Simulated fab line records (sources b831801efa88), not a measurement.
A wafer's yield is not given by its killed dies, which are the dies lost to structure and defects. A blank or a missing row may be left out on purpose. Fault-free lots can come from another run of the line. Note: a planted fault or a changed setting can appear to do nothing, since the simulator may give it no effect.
Which tool was responsible? ; flow gf180mcu ; 12 lots with 36 wafers sampled at 5 steps, on a route of 602 steps

WHAT THE GAUGES SHOWED, per wafer
GF_HV_LDD_THK_MEAS_55. Usual: HV_LDD_CVD_54_THK 10.02 nm, standard deviation 0.14.
lot;measured;on;HV_LDD_CVD_54_THK (nm);flag
L981;day 12 20:41;film_metro-04;10.07 10.13 9.90;
L982;day 12 20:41;film_metro-01;9.97 9.96 9.98;
L983;day 13 11:11;film_metro-04;10.14 9.99 10.00;
L984;day 14 00:33;film_metro-02;10.13 10.12 10.08;
L989;day 15 13:08;film_metro-04;10.08 10.38 10.18;
L992;day 16 13:57;film_metro-01;10.11 10.25 10.06;
L993;day 16 16:30;film_metro-04;10.01 10.17 10.20;
L994;day 17 06:23;film_metro-01;9.95 10.03 9.99;
L995;day 17 13:55;film_metro-04;9.91 9.98 9.83;
L998;day 18 12:27;film_metro-01;10.10 10.00 9.94;
L102;day 19 19:41;film_metro-04;10.08 10.06 10.03;
L103;day 20 06:27;film_metro-02;9.93 9.91 9.86;

GF_PSD_RS_MEAS_14: measures by four-point-probe. Usual: NSD_RS 46.09 ohm/sq, standard deviation 0.087.
lot;measured;on;NSD_RS (ohm/sq);flag
L981;day 14 15:38;film_metro-03;46.14 46.11 46.10;
L982;day 14 16:14;film_metro-03;45.95 46.13 46.03;
L983;day 15 06:54;film_metro-03;46.15 46.24 46.12;
L984;day 15 21:45;film_metro-03;46.13 46.11 46.03;
L989;day 17 12:49;film_metro-03;46.04 46.06 46.21;
L992;day 18 15:31;film_metro-04;45.98 46.11 46.11;
L993;day 18 17:00;film_metro-04;46.13 45.93 46.09;
L994;day 19 08:42;film_metro-03;46.12 46.13 46.07;
L995;day 19 18:17;film_metro-04;47.61 47.61 47.66;OFF
L998;day 20 15:15;film_metro-04;47.47 47.42 47.46;OFF
L102;day 21 22:22;film_metro-01;46.05 46.10 46.11;
L103;day 22 08:28;film_metro-01;46.12 46.12 46.18;

EACH LOT AND THE TOOL THAT RAN IT (in order: tool; ch and the chambers of the sampled wafers; start)
lot;GF_HV_LDD_RTA_52;GF_NSD_IMPLANT_09;GF_NSD_STRIP_11
L981;rtp_anneal-01 ch 0, day 12 18:10;implanter-04 ch 0, day 13 18:17;plasma_asher-01 ch 0,1, day 13 18:34
L982;rtp_anneal-02 ch 0, day 12 19:14;implanter-02 ch 0, day 13 18:48;plasma_asher-01 ch 0,1, day 13 19:05
L983;rtp_anneal-01 ch 0, day 13 09:58;implanter-04 ch 0, day 14 09:08;plasma_asher-01 ch 0,1, day 14 09:26
L984;rtp_anneal-01 ch 0, day 13 23:20;implanter-02 ch 0, day 14 23:26;plasma_asher-02 ch 0,1, day 14 23:44
L989;rtp_anneal-02 ch 0, day 15 11:55;implanter-04 ch 0, day 16 13:14;plasma_asher-04 ch 0,1, day 16 13:32
L992;rtp_anneal-01 ch 0, day 16 12:45;implanter-02 ch 0, day 17 14:56;plasma_asher-04 ch 0,1, day 17 15:11
L993;rtp_anneal-01 ch 0, day 16 15:17;implanter-04 ch 0, day 17 16:34;plasma_asher-02 ch 0,1, day 17 16:52
L994;rtp_anneal-02 ch 0, day 17 03:47;implanter-04 ch 0, day 18 07:58;plasma_asher-02 ch 0,1, day 18 08:16
L995;rtp_anneal-01 ch 0, day 17 12:43;implanter-04 ch 0, day 18 15:19;plasma_asher-04 ch 0,1, day 18 15:37
L998;rtp_anneal-01 ch 0, day 18 11:15;implanter-04 ch 0, day 19 14:15;plasma_asher-01 ch 1, day 19 14:31
L102;rtp_anneal-01 ch 0, day 19 18:10;implanter-02 ch 0, day 20 22:08;plasma_asher-01 ch 0,1, day 20 22:26
L103;rtp_anneal-01 ch 0, day 20 05:15;implanter-02 ch 0, day 21 07:54;plasma_asher-02 ch 0,1, day 21 08:10
- GF_HV_LDD_RTA_52: time 10 s.
- GF_NSD_IMPLANT_09
- GF_NSD_STRIP_11: strips in O2/N2.

WHAT THE TOOLS THEMSELVES READ (means of the sampled wafers that have a number; where no wafer has one, the mark that the record gives instead)
GF_HV_LDD_RTA_52. Usual: lamp_power_pct 35.8 %, standard deviation 0.99; wafer_temp_C_max 1004.2, standard deviation 1.
lot;tool;lamp_power_pct (%);wafer_temp_C_max;flag
L981;rtp_anneal-01;35.2;1005.2;
L982;rtp_anneal-02;37.3;1004.4;
L983;rtp_anneal-01;35.1;1003.4;
L984;rtp_anneal-01;35.1;1003.9;
L989;rtp_anneal-02;37.3;1005.0;
L992;rtp_anneal-01;35.1;1004.4;
L993;rtp_anneal-01;35.1;1003.6;
L994;rtp_anneal-02;37.3;1005.1;
L995;rtp_anneal-01;35.1;1004.0;
L998;rtp_anneal-01;35.1;1004.5;
L102;rtp_anneal-01;35.1;1003.3;
L103;rtp_anneal-01;35.1;1003.4;

GF_NSD_IMPLANT_09. Usual: beam_energy_keV at 59.998, with a standard deviation of 0.018.
lot;tool;beam_energy_keV;flag
L981;implanter-04;60.006;
L982;implanter-02;59.986;
L983;implanter-04;59.998;
L984;implanter-02;59.987;
L989;implanter-04;59.995;
L992;implanter-02;59.990;
L993;implanter-04;60.015;
L994;implanter-04;60.003;
L995;implanter-04;54.713;OFF
L998;implanter-04;54.755;OFF
L102;implanter-02;59.992;
L103;implanter-02;60.006;

GF_NSD_STRIP_11. Usual: drypump_motor_current_A 5.7 A, standard deviation 0.42; heater_power_w 309 W, standard deviation 34; oes_product_au 0.487 a.u., standard deviation 0.0047; strip_time_to_endpoint_s 22.97 s, standard deviation 0.038.
lot;tool;drypump_motor_current_A (A);heater_power_w (W);oes_product_au (a.u.);strip_time_to_endpoint_s (s);flag
L981;plasma_asher-01;5.8;330;0.487;22.92;
L982;plasma_asher-01;6.1;340;0.489;22.95;
L983;plasma_asher-01;6.1;337;0.481;22.92;
L984;plasma_asher-02;5.7;298;0.488;22.96;
L989;plasma_asher-04;5.5;314;0.489;22.97;
L992;plasma_asher-04;5.5;311;0.489;22.99;
L993;plasma_asher-02;5.7;299;0.491;23.02;
L994;plasma_asher-02;5.7;298;0.483;22.96;
L995;plasma_asher-04;5.3;281;0.495;22.32;OFF
L998;plasma_asher-01;6.3;336;0.494;22.25;OFF
L102;plasma_asher-01;5.8;325;0.488;23.00;
L103;plasma_asher-02;5.9;289;0.493;22.99;

THE ANSWER, worked out from the rows above alone
Rule: a lot is off if the mean of its wafers that have a number lies more than 3 standard deviations from the usual mean. Also off: a lot with no number at a reading for which 4 or more lots have one. The other lots that the step has rows for count as sound. The gauges are gone through in route order, then the tools' own readings, and for those a lot's mean is taken as printed above. At the first step where some lot is off, the reading lying furthest off is the one used; lots without a number count as furthest.
Off: at GF_PSD_RS_MEAS_14 (NSD_RS), L995, L998.
A tool fits if, at a process step before that reading, it ran every lot that is off, and no sound lot after the first of them. The gauges at GF_PSD_RS_MEAS_14 aren't tried: what is off there is off at GF_NSD_IMPLANT_09 too, on other tools, and a gauge's error can't cause that. One candidate fits, namely implanter-04 at GF_NSD_IMPLANT_09. A fault onset in the window from L994 (day 18 07:58, its last sound lot) to L995 (day 18 15:19, its first lot off) fits.
The tool's own readings at GF_NSD_IMPLANT_09 bear it out: on the lots that are off they differ by more than 5 times the standard deviation of the sound lots' means. beam_energy_keV reads 54.734 there against 59.998 on the sound lots.

WHAT WAS PUT IN BY THE SIMULATOR
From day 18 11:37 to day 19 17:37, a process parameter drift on implanter-04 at GF_NSD_IMPLANT_09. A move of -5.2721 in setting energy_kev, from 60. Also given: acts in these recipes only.
Struck lots among those shown: L995, L998. The rule above found the same.
